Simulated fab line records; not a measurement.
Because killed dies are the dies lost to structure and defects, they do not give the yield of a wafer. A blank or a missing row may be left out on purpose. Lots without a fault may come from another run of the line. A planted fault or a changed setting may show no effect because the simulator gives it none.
What tool caused it?    flow sky130    15 lots with 45 wafers sampled at 3 steps, on a route of 708 steps

## WHAT THE GAUGES READ, wafer by wafer
SKY_CONTACT_RS_MEAS_25: uses a four-point probe to measure. Usual: for CONTACT_W_RS the level is 0.336 ohm/sq and the standard deviation is 0.0045.
lot   measured      on             CONTACT_W_RS (ohm/sq)  flag
L416  day 31 17:13  film-metro-01  0.335 0.337 0.337      
L417  day 32 01:50  film-metro-01  0.336 0.338 0.339      
L418  day 32 09:43  film-metro-02  0.337 0.334 0.335      
L420  day 33 08:19  film-metro-02  0.339 0.341 0.335      
L424  day 34 09:42  film-metro-02  0.342 0.339 0.341      
L426  day 34 21:52  film-metro-02  0.340 0.335 0.338      
L428  day 35 09:34  film-metro-04  0.340 0.339 0.337      
L429  day 37 05:12  film-metro-01  0.332 0.331 0.337      
L433  day 37 06:25  film-metro-02  0.333 0.341 0.338      
L434  day 37 09:11  film-metro-02  0.328 0.336 0.338      
L435  day 37 14:03  film-metro-04  0.336 0.329 0.337      
L436  day 37 19:50  film-metro-02  0.334 0.335 0.328      
L437  day 38 10:05  film-metro-01  0.329 0.331 0.330      
L438  day 38 16:37  film-metro-01  0.343 0.340 0.347      
L439  day 39 01:27  film-metro-04  0.346 0.342 0.339      

## WHAT TOOL EACH LOT RAN ON (gives the tool, then ch and the chambers of the sampled wafers, and finally the start)
lot   SKY_LOCAL_INTERCONNECT_METAL_ETCH_14  SKY_CONTACT_ETCH_16
L416  rie-metal-03 ch 0,1, day 30 10:50     rie-diel-04 ch 1,2,3, day 31 16:19
L417  rie-metal-03 ch 0,1, day 30 19:35     rie-diel-03 ch 0,1, day 32 00:57
L418  rie-metal-03 ch 0,1, day 31 04:14     rie-diel-02 ch 1,3, day 32 08:49
L420  rie-metal-04 ch 0,1, day 32 02:05     rie-diel-03 ch 1,2, day 33 07:24
L424  rie-metal-01 ch 0,1, day 33 04:14     rie-diel-03 ch 0,1,2, day 34 08:46
L426  rie-metal-04 ch 0,1, day 33 17:32     rie-diel-03 ch 0,1,2, day 34 20:53
L428  rie-metal-03 ch 0,1, day 34 04:38     rie-diel-03 ch 1,2,3, day 35 08:37
L429  rie-metal-01 ch 1, day 36 00:23       rie-diel-02 ch 2,3, day 37 04:18
L433  rie-metal-01 ch 0,1, day 36 02:28     rie-diel-04 ch 0,1,3, day 37 05:31
L434  rie-metal-03 ch 0,1, day 36 05:21     rie-diel-02 ch 1,2, day 37 08:15
L435  rie-metal-04 ch 0,1, day 36 09:51     rie-diel-04 ch 0,1,3, day 37 13:07
L436  rie-metal-04 ch 0,1, day 36 15:54     rie-diel-04 ch 0,3, day 37 18:51
L437  rie-metal-04 ch 1, day 37 05:46       rie-diel-03 ch 0,3, day 38 09:10
L438  rie-metal-03 ch 0, day 37 12:17       rie-diel-03 ch 0,3, day 38 15:40
L439  rie-metal-01 ch 0,1, day 37 21:44     rie-diel-03 ch 1,2,3, day 39 00:33
- SKY_LOCAL_INTERCONNECT_METAL_ETCH_14: etches TiN in Cl2/BCl3, stops on PSG, target depth 110 nm, time 31.4 s.
- SKY_CONTACT_ETCH_16: etches BARC in N2/H2, stops on SiO2, time 45.9 s, target depth 60 nm.

## WHAT THE TOOLS THEMSELVES READ (means of the sampled wafers that have a number; where no wafer has one, the mark that the record gives instead)
SKY_LOCAL_INTERCONNECT_METAL_ETCH_14. Usual: drypump-motor-current-A 5.44 A, standard deviation 0.29; oes-product-au 0.943 a.u., standard deviation 0.0092; rf-fwd-power-W 889 W, standard deviation 4.5; throttle-valve-pct 21.901 %, standard deviation 0.01.
lot   tool          drypump-motor-current-A (A)  oes-product-au (a.u.)  rf-fwd-power-W (W)  throttle-valve-pct (%)  flag
L416  rie-metal-03  5.73                         0.945                  894                 21.898                  
L417  rie-metal-03  5.73                         0.949                  890                 21.893                  
L418  rie-metal-03  5.72                         0.933                  891                 21.912                  
L420  rie-metal-04  5.34                         0.938                  883                 21.908                  
L424  rie-metal-01  5.38                         0.952                  884                 21.893                  
L426  rie-metal-04  5.32                         0.939                  885                 21.906                  
L428  rie-metal-03  5.63                         0.939                  890                 21.896                  
L429  rie-metal-01  4.86                         0.933                  887                 21.913                  
L433  rie-metal-01  5.11                         0.951                  889                 21.900                  
L434  rie-metal-03  5.65                         0.930                  893                 21.899                  
L435  rie-metal-04  5.34                         0.945                  886                 21.898                  
L436  rie-metal-04  5.33                         0.940                  887                 21.904                  
L437  rie-metal-04  5.29                         0.951                  891                 21.900                  
L438  rie-metal-03  5.57                         0.951                  895                 21.895                  
L439  rie-metal-01  5.11                         0.947                  889                 21.900                  

SKY_CONTACT_ETCH_16. Usual: drypump-motor-current-A 5.8 A, standard deviation 0.46; oes-product-au 0.855 a.u., standard deviation 0.005; rf-fwd-power-W 493.9 W, standard deviation 2; throttle-valve-pct 13.225 %, standard deviation 0.0089.
lot   tool         drypump-motor-current-A (A)  oes-product-au (a.u.)  rf-fwd-power-W (W)  throttle-valve-pct (%)  flag
L416  rie-diel-04  5.7                          0.861                  492.9               13.220                  
L417  rie-diel-03  5.4                          0.852                  495.0               13.222                  
L418  rie-diel-02  6.1                          0.861                  494.6               13.219                  
L420  rie-diel-03  6.1                          0.860                  495.0               13.228                  
L424  rie-diel-03  5.8                          0.857                  520.5               13.225                  OFF
L426  rie-diel-03  5.8                          0.860                  520.4               13.222                  OFF
L428  rie-diel-03  6.1                          0.856                  520.7               13.221                  OFF
L429  rie-diel-02  5.5                          0.851                  495.6               13.226                  
L433  rie-diel-04  6.0                          0.850                  494.8               13.221                  
L434  rie-diel-02  5.6                          0.854                  494.9               13.231                  
L435  rie-diel-04  5.9                          0.848                  493.1               13.226                  
L436  rie-diel-04  6.1                          0.860                  493.8               13.225                  
L437  rie-diel-03  5.4                          0.859                  493.8               13.229                  
L438  rie-diel-03  5.8                          0.851                  495.6               13.229                  
L439  rie-diel-03  6.1                          0.860                  494.9               13.225                  

## THE ANSWER, worked out from the rows above alone
Rule: lot off if the mean of its wafers having a number is beyond 3 standard deviations from the usual mean. Also off: a lot with no number at a reading for which 4 or more lots have one. The other lots that the step has rows for count as sound. First the gauges in route order, then the tools' own readings, where a lot's mean is used as printed above. At the first step where some lot is off, the reading lying furthest off is the one used; lots without a number count as furthest.
Off: L424, L426, L428 (SKY_CONTACT_ETCH_16, rf-fwd-power-W).
If a tool, at that step or one of the process steps before it, ran each lot that is off and ran no sound lot following the first of them, it fits. Of those tried, none fits.

## WHAT THE SIMULATOR HAD PUT IN
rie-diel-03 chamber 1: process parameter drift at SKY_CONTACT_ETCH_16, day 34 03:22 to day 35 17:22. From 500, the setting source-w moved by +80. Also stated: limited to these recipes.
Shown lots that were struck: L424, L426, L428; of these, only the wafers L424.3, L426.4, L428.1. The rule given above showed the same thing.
